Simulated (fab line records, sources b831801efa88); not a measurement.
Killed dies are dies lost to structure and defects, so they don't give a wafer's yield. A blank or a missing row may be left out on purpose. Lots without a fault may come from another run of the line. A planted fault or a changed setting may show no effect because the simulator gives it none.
fab line records | flow gf180mcu | part 2 of 2: steps 28 to 36 of 36
record lots=5 wafers=15 last_day=34
route steps=602 shown M2@373 V2@382
lots that met no fault: from a run of the same line without faults
start_h: hours from the record's first day to the start of the lot's first wafer shown | wait_h: hours since the lot's step before | " the same as in the row above | L1.1+2: a row that stands for several wafers | - no value, or no start given | * or withheld: withheld | < > ~ a bound
route shown NAME@n: a module of which the file shows steps, and the number in the route of the first | usual: mean/standard deviation of fault-free wafers | same: alike in all rows | chamber/n: place in a boat | sites: the reading at each site | _std_site: their standard deviation | _edge_site: outer sites' mean less inner sites' | radius_mm: how far each site lies from the wafer's centre | mask NAME#n: copy n | behind: the tool/chamber that last shaped the wafer | hold: why the lot was held/for how many hours/how that ended | device: the transistor (n, p or np) that didn't switch | end of line: the same wafers' tests at the end of the route | a step without rows: its recipe alone | killed: dies lost to structure and defects at the first sort, not the wafer's yield | map: a wafer's dies, x killed, . not, _ none there
set.NAME: the setting as run; set.NAME@STEP: as run at that earlier step | model.NAME: the simulator's own value behind a step, which no gauge read
lots at some steps of the route; a table a step, a row a wafer
services: from which hour (start_h, from the record's first day; less than 0 if before it) a tool's chamber was out of use, for how many hours, and why
## steps
# step GF_V2_STRIP_18
# recipe chemistry=O2/N2 power_w=1400 pressure_mtorr=1500 platen_temp_c=250 o2_flow_sccm=3000 n2_flow_sccm=300 overash_fraction=0.5
# usual drypump_motor_current_A=5.6/0.33 heater_power_w=315/34 oes_product_au=0.592/0.005
# columns lot.wafer tool chamber start_h wait_h drypump_motor_current_A heater_power_w oes_product_au rf_hours_counter_h
L075.1 plasma_asher-02 0 479.77 - 5.8 349 0.597 30
L075.4 " 0 " " 5.8 353 0.595 -
L075.6 " 1 " " 5.6 265 0.610 -
L078.1 plasma_asher-03 1 509.20 - 5.6 305 0.587 78
L078.4 " 0 " " 5.1 301 0.595 -
L078.6 " 0 " " 5.1 312 0.592 -
L087.1 plasma_asher-02 1 588.86 - 5.6 259 0.597 41
L087.2 " 0 " " 5.8 358 0.599 41
L087.5 " 1 " " 5.6 259 0.594 -
L091.1 plasma_asher-02 1 619.41 - 5.6 258 0.597 44
L091.3 " 1 " " 5.6 264 0.589 -
L091.5 " 1 " " 5.6 265 0.593 -
L096.1 plasma_asher-02 0 652.79 - 5.8 352 0.592 48
L096.2 " 1 " " 5.6 259 0.587 48
L096.6 " 0 " " 5.8 352 0.598 -
# step GF_V2_STRIP_19
# recipe chemistry=post_etch_residue_remover time_s=1200 temp_c=72.5
# columns lot.wafer tool chamber start_h wait_h
L075.1+4+6 wet_bench-04 2 479.87 0.1
L078.1+4+6 wet_bench-01 0 509.30 0.1
L087.1+2+5 wet_bench-02 0 588.96 0.1
L091.1+3+5 wet_bench-01 1 619.51 0.1
L096.1+2+6 wet_bench-01 0 652.89 0.1
# step GF_V2_CLEAN_20
# recipe chemistry=DIW dry=n2_spin
# columns lot.wafer tool chamber start_h wait_h
L075.1+4+6 wet_bench-02 3 480.21 0.0
L078.1+4+6 wet_bench-02 3 509.64 0.0
L087.1+2+5 wet_bench-01 3 589.65 0.0
L091.1+3+5 wet_bench-02 3 619.85 0.0
L096.1+2+6 wet_bench-02 1 653.24 0.0
# step GF_V2_SPUTTER_21
# recipe material=Ti target_thk_nm=15 chamber_pressure_pa=5 power_w=2500 substrate_temp_c=200 time_s=80.02
# usual chamber_pressure_pa=5.000/0.01 throttle_valve_pct=29.8/0.89
# columns lot.wafer tool chamber start_h wait_h chamber_pressure_pa throttle_valve_pct
L075.1 pvd_sputter-02 - 480.30 0.0 4.998 30.9
L075.4 " - " " 5.007 29.1
L075.6 " - " " 5.006 29.4
L078.1 pvd_sputter-02 - 509.73 0.0 5.003 29.4
L078.4 " - " " 4.996 28.2
L078.6 " - " " 5.000 31.0
L087.1 pvd_sputter-01 - 589.74 0.0 4.993 30.5
L087.2 " - " " 5.023 29.2
L087.5 " - " " 5.001 29.1
L091.1 pvd_sputter-04 - 619.95 0.0 4.990 29.9
L091.3 " - " " 5.005 31.5
L091.5 " - " " 5.006 29.9
L096.1 pvd_sputter-02 - 653.33 0.0 5.003 28.1
L096.2 " - " " 4.991 30.9
L096.6 " - " " 5.013 31.1
# step GF_V2_SPUTTER_22
# recipe material=TiN target_thk_nm=10 chamber_pressure_pa=5 power_w=4000 time_s=40
# usual chamber_pressure_pa=5.000/0.01 throttle_valve_pct=29.8/0.86
# columns lot.wafer tool chamber start_h wait_h chamber_pressure_pa throttle_valve_pct
L075.1 pvd_sputter-02 - 480.37 0.0 5.002 31.1
L075.4 " - " " 5.008 29.0
L075.6 " - " " 5.011 29.2
L078.1 pvd_sputter-02 - 509.79 0.0 5.005 29.6
L078.4 " - " " 5.005 28.0
L078.6 " - " " 4.993 30.7
L087.1 pvd_sputter-01 - 589.80 0.0 4.994 30.5
L087.2 " - " " 4.998 29.3
L087.5 " - " " 5.012 28.8
L091.1 pvd_sputter-04 - 620.02 0.0 4.997 29.8
L091.3 " - " " 4.982 31.0
L091.5 " - " " 4.987 30.1
L096.1 pvd_sputter-02 - 653.39 0.0 4.994 28.4
L096.2 " - " " 4.982 30.8
L096.6 " - " " 4.999 31.0
# step GF_V2_CVD_23
# recipe material=W target_thk_nm=350 time_s=104.94 temp_c=400 pressure_torr=40
# usual heater_power_w=912/33
# columns lot.wafer tool chamber start_h wait_h heater_power_w
L075.1 cvd_w-01 1 480.40 0.0 870
L075.4 " 0 " " 926
L075.6 " 0 " " 914
L078.1 cvd_w-02 1 509.83 0.0 925
L078.4 " 0 " " 947
L078.6 " 1 " " 932
L087.1 cvd_w-02 0 589.84 0.0 901
L087.2 " 1 " " 931
L087.5 " 0 " " 918
L091.1 cvd_w-01 1 620.05 0.0 880
L091.3 " 1 " " 878
L091.5 " 0 " " 939
L096.1 cvd_w-02 0 653.43 0.0 941
L096.2 " 1 " " 960
L096.6 " 1 " " 947
# step GF_V2_RS_MEAS_24
# recipe thk_meas_gauge=four-point-probe reads=W_of_V2_CVD_23+TiN_of_V2_SPUTTER_22+Ti_of_V2_SPUTTER_21
# usual V2_W_RS=0.330/0.0035
# columns lot.wafer tool chamber start_h wait_h V2_W_RS[ohm/sq]
L075.1 film_metro-02 - 480.52 0.1 0.333
L075.4 " - " " 0.329
L075.6 " - " " 0.330
L078.1 film_metro-02 - 509.94 0.1 0.327
L078.4 " - " " 0.332
L078.6 " - " " 0.329
L087.1 film_metro-04 - 589.95 0.1 0.339
L087.2 " - " " 0.335
L087.5 " - " " 0.338
L091.1 film_metro-04 - 620.17 0.1 0.324
L091.3 " - " " 0.324
L091.5 " - " " 0.327
L096.1 film_metro-04 - 653.54 0.1 0.326
L096.2 " - " " 0.327
L096.6 " - " " 0.335
# step GF_V2_THK_MEAS_25
# recipe thk_meas_gauge=xrf reads=W_of_V2_CVD_23
# usual V2_W_THK=341/4.7
# columns lot.wafer tool chamber start_h wait_h V2_W_THK[nm]
L075.1 film_metro-02 - 480.64 0.1 342
L075.4 " - " " 348
L075.6 " - " " 344
L078.1 film_metro-02 - 510.06 0.1 348
L078.4 " - " " 343
L078.6 " - " " 345
L087.1 film_metro-04 - 590.07 0.1 330
L087.2 " - " " 331
L087.5 " - " " 330
L091.1 film_metro-04 - 620.29 0.1 344
L091.3 " - " " 344
L091.5 " - " " 342
L096.1 film_metro-04 - 653.66 0.1 345
L096.2 " - " " 345
L096.6 " - " " 338
# step GF_V2_CMP_26
# recipe stop_on=SiO2 down_force_psi=3.5 platen_rpm=60 t_overpolish_s=15 target_thk_nm=0 pad_velocity_m_s=0.94248
# usual motor_current_A=11.0/1.3 overpolish_run_s=15.000/0.0093 slurry_filter_dp_kPa=13.50/0.15 time_to_endpoint_s=84/3.4
# same t_overpolish_s=15
# columns lot.wafer tool chamber start_h wait_h motor_current_A overpolish_run_s slurry_filter_dp_kPa time_to_endpoint_s
L075.1 cmp-02 3 480.80 0.1 12.0 15.000 13.62 78
L075.4 " 0 " " 9.9 14.993 13.67 82
L075.6 " 1 " " 9.2 14.995 13.52 86
L078.1 cmp-02 0 510.17 0.1 10.5 14.998 13.53 83
L078.4 " 1 " " 9.3 15.008 13.61 83
L078.6 " 0 " " 9.9 15.015 13.77 83
L087.2 cmp-02 0 590.13 0.0 10.3 14.994 13.52 79
L087.1 " 2 " " 12.4 15.013 13.47 78
L087.5 " 1 " " 8.9 15.000 13.50 85
L091.3 cmp-01 1 620.35 0.0 11.6 14.994 13.64 81
L091.1 " 3 " " 10.0 15.014 13.58 84
L091.5 " 1 " " 11.4 15.000 13.42 81
L096.2 cmp-02 1 653.72 0.0 8.7 15.002 13.62 85
L096.1 " 0 " " 10.0 14.988 13.41 87
L096.6 " 1 " " 9.0 14.988 13.41 86
## services
# columns tool chamber start_h hours kind
cmp-02 - 417.91 2.6 repair
krf_scanner-01 - 420.23 0.8 pm
rie_diel-04 1 432.71 10.8 repair
krf_scanner-01 - 451.91 9.1 repair
plasma_asher-02 - 454.52 24.4 repair
rie_diel-04 1 464.54 3.6 repair
rie_diel-04 2 482.76 3.2 repair
krf_scanner-02 - 488.73 4.0 repair
krf_scanner-02 - 542.60 2.5 repair
pvd_sputter-02 - 544.95 2.5 repair
krf_scanner-02 - 550.82 1.3 pm
krf_scanner-02 - 552.12 0.8 pm
wet_bench-02 - 566.30 1.0 repair
plasma_asher-02 - 568.02 2.5 repair
cmp-02 - 572.28 4.0 pm
rie_diel-04 - 572.33 2.8 pm
krf_scanner-01 - 575.04 1.0 pm
krf_scanner-01 - 583.78 1.3 pm
rie_diel-04 3 588.83 9.8 repair
krf_scanner-01 - 589.03 0.8 pm
cmp-02 - 603.08 0.3 repair
cmp-02 - 634.53 10.5 repair
rie_diel-04 3 639.22 5.9 repair
rie_diel-04 2 643.73 11.2 repair
